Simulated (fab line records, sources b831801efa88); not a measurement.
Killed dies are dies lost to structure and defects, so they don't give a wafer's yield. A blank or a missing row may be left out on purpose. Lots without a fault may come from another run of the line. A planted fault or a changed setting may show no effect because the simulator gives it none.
Which tool did it? | flow gf180mcu | 12 lots, 36 wafers sampled, at 5 steps of a route of 602

WHAT THE GAUGES READ, wafer by wafer
GF_PSD_RS_MEAS_15: measures by four-point-probe. Usual: PSD_RS 108.57 ohm/sq, standard deviation 0.24.
lot  | measured     | on            | PSD_RS (ohm/sq)      | flag
L465 | day 14 14:07 | film_metro-03 | 108.85 108.82 108.92 |
L466 | day 14 14:19 | film_metro-04 | 108.51 108.29 108.59 |
L469 | day 16 09:50 | film_metro-01 | 108.67 108.16 108.82 |
L473 | day 17 17:41 | film_metro-01 | 108.47 108.22 108.75 |
L471 | day 17 17:48 | film_metro-04 | 108.66 108.75 108.70 |
L478 | day 19 01:22 | film_metro-04 | 108.09 108.29 108.10 |
L479 | day 20 00:42 | film_metro-03 | 108.37 108.48 108.52 |
L482 | day 20 09:56 | film_metro-03 | 108.43 108.45 108.64 |
L483 | day 20 17:48 | film_metro-04 | 108.43 108.65 108.23 |
L484 | day 20 20:00 | film_metro-03 | 108.36 108.46 108.55 |
L485 | day 21 05:41 | film_metro-03 | 108.55 108.35 108.76 |
L486 | day 21 13:25 | film_metro-01 | 108.33 108.43 108.56 |

GF_SALICIDE_RS_MEAS_04: measures by four-point-probe. Usual: SALICIDE_TIN_RS 16.4 ohm/sq, standard deviation 0.38.
lot  | measured     | on            | SALICIDE_TIN_RS (ohm/sq) | flag
L465 | day 15 11:25 | film_metro-02 | 16.8 16.8 16.6           |
L466 | day 15 12:00 | film_metro-04 | 16.4 16.4 16.9           |
L469 | day 17 09:22 | film_metro-04 | 15.9 16.7 16.5           |
L473 | day 18 17:49 | film_metro-02 | 16.7 14.3 16.4           |
L471 | day 18 18:07 | film_metro-01 | 16.6 16.0 16.7           |
L478 | day 20 01:53 | film_metro-01 | 15.8 16.3 15.7           |
L479 | day 21 01:31 | film_metro-04 | 15.8 16.6 16.6           |
L482 | day 21 09:48 | film_metro-04 | 16.9 16.9 16.5           |
L483 | day 21 17:57 | film_metro-02 | 16.1 15.9 16.5           |
L484 | day 21 19:50 | film_metro-02 | 16.1 16.3 16.8           |
L485 | day 22 05:55 | film_metro-04 | 17.1 16.7 16.4           |
L486 | day 22 13:02 | film_metro-04 | 16.6 16.5 16.4           |

GF_SALICIDE_THK_MEAS_05: measures by xrf. Usual: SALICIDE_TIN_THK 20.20 nm, standard deviation 0.28.
lot  | measured     | on            | SALICIDE_TIN_THK (nm) | flag
L465 | day 15 11:32 | film_metro-02 | 20.17 20.17 19.95     |
L466 | day 15 12:07 | film_metro-04 | 20.27 20.47 20.66     |
L469 | day 17 09:29 | film_metro-04 | 20.22 20.19 20.39     |
L473 | day 18 17:56 | film_metro-02 | 20.11 26.87 20.16     | OFF
L471 | day 18 18:14 | film_metro-01 | 19.66 19.95 20.44     |
L478 | day 20 02:01 | film_metro-01 | 19.96 19.57 19.89     |
L479 | day 21 01:38 | film_metro-04 | 20.15 19.85 19.90     |
L482 | day 21 09:53 | film_metro-04 | 20.41 20.55 20.07     |
L483 | day 21 18:04 | film_metro-02 | 20.23 20.10 20.17     |
L484 | day 21 19:57 | film_metro-02 | 19.92 19.87 20.36     |
L485 | day 22 06:01 | film_metro-04 | 20.17 20.15 20.54     |
L486 | day 22 13:10 | film_metro-04 | 20.72 20.79 20.66     |

WHICH TOOL RAN EACH LOT (tool, then ch and the chambers of the sampled wafers, then the start)
lot  | GF_SAB_ETCH_11                     | GF_SALICIDE_SPUTTER_03
L465 | rie_diel-03 ch 0,1,2, day 15 11:00 | pvd_sputter-04, day 15 11:23
L466 | rie_diel-02 ch 0,1,3, day 15 11:36 | pvd_sputter-02, day 15 11:58
L469 | rie_diel-03 ch 0,1,3, day 17 08:58 | pvd_sputter-04, day 17 09:20
L473 | rie_diel-02 ch 0,1,2, day 18 17:24 | pvd_sputter-03, day 18 17:47
L471 | rie_diel-03 ch 0,1,3, day 18 17:43 | pvd_sputter-02, day 18 18:06
L478 | rie_diel-03 ch 1,3, day 20 01:30   | pvd_sputter-02, day 20 01:52
L479 | rie_diel-02 ch 0,3, day 21 00:57   | pvd_sputter-02, day 21 01:30
L482 | rie_diel-04 ch 0,1,3, day 21 09:21 | pvd_sputter-04, day 21 09:43
L483 | rie_diel-03 ch 0,2, day 21 17:32   | pvd_sputter-02, day 21 17:55
L484 | rie_diel-04 ch 1,2,3, day 21 19:26 | pvd_sputter-04, day 21 19:48
L485 | rie_diel-03 ch 0,1,2, day 22 05:28 | pvd_sputter-03, day 22 05:50
L486 | rie_diel-04 ch 0,1,3, day 22 12:39 | pvd_sputter-03, day 22 13:01
- GF_SAB_ETCH_11: etches SiO2 in C4F8/O2/Ar, target depth 55 nm, time 8.5 s.
- GF_SALICIDE_SPUTTER_03: material TiN, target thk 20 nm, time 16.7 s.

WHAT THE TOOLS THEMSELVES READ (means of the sampled wafers that have a number; where no wafer has one, the mark that the record gives instead)
GF_SAB_ETCH_11. Usual: oes_product_au 0.998 a.u., standard deviation 0.011.
lot  | tool        | oes_product_au (a.u.) | flag
L465 | rie_diel-03 | 1.013                 |
L466 | rie_diel-02 | 1.010                 |
L469 | rie_diel-03 | 1.010                 |
L473 | rie_diel-02 | 0.997                 |
L471 | rie_diel-03 | 1.007                 |
L478 | rie_diel-03 | 1.000                 |
L479 | rie_diel-02 | 0.995                 |
L482 | rie_diel-04 | 0.991                 |
L483 | rie_diel-03 | 0.989                 |
L484 | rie_diel-04 | 0.992                 |
L485 | rie_diel-03 | 0.990                 |
L486 | rie_diel-04 | 1.006                 |

GF_SALICIDE_SPUTTER_03. Usual: chamber_pressure_pa 0.4000 Pa, standard deviation 0.00072; throttle_valve_pct 29.6 %, standard deviation 0.92.
lot  | tool           | chamber_pressure_pa (Pa) | throttle_valve_pct (%) | flag
L465 | pvd_sputter-04 | 0.4001                   | 29.5                   |
L466 | pvd_sputter-02 | 0.3993                   | 28.5                   |
L469 | pvd_sputter-04 | 0.4001                   | 29.8                   |
L473 | pvd_sputter-03 | 0.3998                   | 30.2                   |
L471 | pvd_sputter-02 | 0.4003                   | 29.4                   |
L478 | pvd_sputter-02 | 0.4003                   | 29.0                   |
L479 | pvd_sputter-02 | 0.4000                   | 29.5                   |
L482 | pvd_sputter-04 | 0.4001                   | 29.5                   |
L483 | pvd_sputter-02 | 0.3999                   | 28.2                   |
L484 | pvd_sputter-04 | 0.4006                   | 29.2                   |
L485 | pvd_sputter-03 | 0.4008                   | 30.5                   |
L486 | pvd_sputter-03 | 0.3998                   | 29.9                   |

THE ANSWER, worked out from the rows above alone
Rule: a lot is off if the mean of its wafers that have a number lies more than 3 standard deviations from the usual mean. A lot without any number at a reading at which 4 lots or more have one is off too. The other lots that the step has rows for count as sound. The gauges are gone through in route order, then the tools' own readings, and for those a lot's mean is taken as printed above. The first step at which some lot is off is used, and at that step the reading that is off furthest; a lot without a number counts as furthest.
Off: L473, at GF_SALICIDE_THK_MEAS_05 (SALICIDE_TIN_THK).
A tool fits if, at a process step before that reading, it ran every lot that is off, and no sound lot after the first of them. The gauges at GF_SALICIDE_THK_MEAS_05 are tried like those tools. None of those tried fits.

WHAT THE SIMULATOR HAD PUT IN
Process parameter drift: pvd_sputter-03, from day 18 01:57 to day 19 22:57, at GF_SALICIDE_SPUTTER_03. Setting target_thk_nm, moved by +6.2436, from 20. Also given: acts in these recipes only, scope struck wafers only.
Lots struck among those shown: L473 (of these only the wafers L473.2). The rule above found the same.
